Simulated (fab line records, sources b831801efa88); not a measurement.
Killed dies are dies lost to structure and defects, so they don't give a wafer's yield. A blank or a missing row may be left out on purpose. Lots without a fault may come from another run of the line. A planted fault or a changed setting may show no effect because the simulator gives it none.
Which tool did it? | flow sky130 | 13 lots, 39 wafers sampled, at 5 steps of a route of 708

WHAT THE GAUGES READ, wafer by wafer
SKY_FIELD_ISO_BOW_MEAS_00. Usual: INCOMING_BOW 0 um, standard deviation 6.6.
lot  | measured    | on            | INCOMING_BOW (um) | flag
L696 | day 1 10:01 | film_metro-01 | 0 -2 2            |
L697 | day 1 15:00 | film_metro-02 | 7 -8 -8           |
L698 | day 1 20:01 | film_metro-01 | -17 4 2           |
L701 | day 2 11:04 | film_metro-02 | -10 -3 1          |
L702 | day 2 16:00 | film_metro-01 | 9 -1 4            |
L704 | day 3 02:00 | film_metro-02 | 3 3 3             |
L706 | day 3 12:01 | film_metro-04 | 4 5 -12           |
L708 | day 3 22:01 | film_metro-04 | -6 8 5            |
L709 | day 4 03:01 | film_metro-01 | 1 -12 -2          |
L712 | day 4 18:00 | film_metro-02 | 7 4 12            |
L717 | day 5 19:00 | film_metro-01 | -13 -8 2          |
L718 | day 6 00:01 | film_metro-01 | -3 -1 -4          |
L719 | day 6 05:01 | film_metro-01 | -6 -7 0           |

SKY_FIELD_ISO_THK_MEAS_02. Usual: FIELD_ISO_OXIDATION_00_THK 12.06 nm, standard deviation 0.2.
lot  | measured    | on            | FIELD_ISO_OXIDATION_00_THK (nm) | flag
L696 | day 1 13:48 | film_metro-02 | 12.10 12.33 12.17               |
L697 | day 1 18:50 | film_metro-01 | 12.44 12.32 12.30               |
L698 | day 1 23:44 | film_metro-01 | 12.15 12.15 12.22               |
L701 | day 2 13:22 | film_metro-02 | 11.99 12.12 12.25               |
L702 | day 2 18:55 | film_metro-02 | 11.90 12.11 12.20               |
L704 | day 3 03:38 | film_metro-04 | 12.39 12.26 12.25               |
L706 | day 3 14:37 | film_metro-02 | 11.78 11.74 11.79               |
L708 | day 3 23:38 | film_metro-01 | 11.83 11.84 11.55               |
L709 | day 4 06:45 | film_metro-01 | 11.90 12.07 12.01               |
L712 | day 4 20:02 | film_metro-02 | 12.11 11.84 11.83               |
L717 | day 5 21:15 | film_metro-01 | 12.27 12.40 12.27               |
L718 | day 6 03:07 | film_metro-04 | 11.99 12.07 12.12               |
L719 | day 6 07:29 | film_metro-04 | 11.96 12.10 12.15               |

SKY_VT_ADJUST_PCH_OVL_MEAS_07. Usual: VT_ADJUST_PCH_OVL -0.5 nm, standard deviation 1.2.
lot  | measured     | on         | VT_ADJUST_PCH_OVL (nm) | flag
L696 | day 10 10:13 | overlay-02 | -1.8 -0.3 -0.8         |
L697 | day 10 19:23 | overlay-02 | -0.2 0.3 -1.9          |
L698 | day 10 23:55 | overlay-02 | 1.0 1.9 1.3            |
L701 | day 11 23:24 | overlay-01 | -1.2 -1.5 -1.3         |
L702 | day 12 03:41 | overlay-01 | -0.8 -2.9 -2.4         |
L704 | day 12 21:16 | overlay-02 | -2.3 -0.5 0.0          |
L706 | day 13 12:26 | overlay-02 | 0.7 -0.4 -1.3          |
L708 | day 14 02:17 | overlay-01 | -2.9 -1.3 -2.5         |
L709 | day 14 16:43 | overlay-02 | 0.8 1.5 -0.4           |
L712 | day 15 07:58 | overlay-02 | -1.0 -1.3 -0.5         |
L717 | day 17 00:22 | overlay-01 | -0.3 -1.7 -0.7         |
L718 | day 17 11:38 | overlay-02 | -0.9 2.3 -2.1          |
L719 | day 17 16:01 | overlay-01 | -1.3 -2.1 -2.9         |

SKY_SONOS_ONO_THK_MEAS_05. Usual: SONOS_ONO_CVD_04_THK 5.77 nm, standard deviation 0.11.
lot  | measured     | on            | SONOS_ONO_CVD_04_THK (nm) | flag
L696 | day 11 19:33 | film_metro-04 | 5.63 5.58 5.63            |
L697 | day 12 01:53 | film_metro-01 | 5.73 5.85 5.82            |
L698 | day 12 06:09 | film_metro-02 | 5.84 5.78 5.80            |
L701 | day 13 05:02 | film_metro-01 | 5.83 5.73 5.86            |
L702 | day 13 10:25 | film_metro-01 | 5.60 5.73 5.69            |
L704 | day 14 07:01 | film_metro-02 | 5.72 5.71 5.58            |
L706 | day 14 20:50 | film_metro-01 | 6.02 6.00 5.90            |
L708 | day 15 13:29 | film_metro-01 | 5.85 5.89 5.76            |
L709 | day 16 01:40 | film_metro-02 | 5.88 5.74 5.79            |
L712 | day 16 18:05 | film_metro-01 | 5.69 5.67 5.62            |
L717 | day 18 11:19 | film_metro-04 | 6.75 6.76 6.84            | OFF
L718 | day 18 23:33 | film_metro-02 | 6.96 6.78 6.72            | OFF
L719 | day 19 03:52 | film_metro-04 | 6.84 6.74 6.75            | OFF

WHICH TOOL RAN EACH LOT (tool, then ch and the chambers of the sampled wafers, then the start)
lot  | SKY_SONOS_ONO_CVD_04
L696 | lpcvd-03 ch 0, day 11 18:17
L697 | lpcvd-03 ch 0, day 12 00:38
L698 | lpcvd-03 ch 1, day 12 04:53
L701 | lpcvd-03 ch 1, day 13 03:46
L702 | lpcvd-03 ch 1, day 13 09:10
L704 | lpcvd-03 ch 1, day 14 05:46
L706 | lpcvd-03 ch 1, day 14 19:34
L708 | lpcvd-03 ch 1, day 15 11:36
L709 | lpcvd-03 ch 1, day 16 00:25
L712 | lpcvd-03 ch 0, day 16 16:49
L717 | lpcvd-03 ch 0, day 18 10:04
L718 | lpcvd-03 ch 0, day 18 21:40
L719 | lpcvd-03 ch 0, day 19 02:37
- SKY_SONOS_ONO_CVD_04: deposits SiO2 from SiH4/N2O, target thk 5.7199 nm.

WHAT THE TOOLS THEMSELVES READ (means of the sampled wafers that have a number; where no wafer has one, the mark that the record gives instead)
SKY_SONOS_ONO_CVD_04. Usual: pressure_mtorr 400.2 mTorr, standard deviation 0.81; zone_power_top_pct 34.2 %, standard deviation 0.39.
lot  | tool     | pressure_mtorr (mTorr) | zone_power_top_pct (%) | flag
L696 | lpcvd-03 | 400.4                  | 34.4                   |
L697 | lpcvd-03 | 400.5                  | 34.6                   |
L698 | lpcvd-03 | 400.0                  | 33.8                   |
L701 | lpcvd-03 | 399.6                  | 33.9                   |
L702 | lpcvd-03 | 399.8                  | 34.2                   |
L704 | lpcvd-03 | 399.4                  | 34.0                   |
L706 | lpcvd-03 | 399.8                  | 34.0                   |
L708 | lpcvd-03 | 400.7                  | 34.0                   |
L709 | lpcvd-03 | 400.3                  | 33.9                   |
L712 | lpcvd-03 | 401.1                  | 34.1                   |
L717 | lpcvd-03 | 400.5                  | 34.3                   |
L718 | lpcvd-03 | 401.2                  | 34.1                   |
L719 | lpcvd-03 | 400.1                  | 34.6                   |

THE ANSWER, worked out from the rows above alone
Rule: a lot is off if the mean of its wafers that have a number lies more than 3 standard deviations from the usual mean. A lot without any number at a reading at which 4 lots or more have one is off too. The other lots that the step has rows for count as sound. The gauges are gone through in route order, then the tools' own readings, and for those a lot's mean is taken as printed above. The first step at which some lot is off is used, and at that step the reading that is off furthest; a lot without a number counts as furthest.
Off: L717, L718, L719, at SKY_SONOS_ONO_THK_MEAS_05 (SONOS_ONO_CVD_04_THK).
A tool fits if, at a process step before that reading, it ran every lot that is off, and no sound lot after the first of them. The gauges at SKY_SONOS_ONO_THK_MEAS_05 are tried like those tools. One fits: lpcvd-03 at SKY_SONOS_ONO_CVD_04. Its last sound lot is L712 (day 16 16:49), its first lot that is off L717 (day 18 10:04): a fault that began between those two fits.

WHAT THE SIMULATOR HAD PUT IN
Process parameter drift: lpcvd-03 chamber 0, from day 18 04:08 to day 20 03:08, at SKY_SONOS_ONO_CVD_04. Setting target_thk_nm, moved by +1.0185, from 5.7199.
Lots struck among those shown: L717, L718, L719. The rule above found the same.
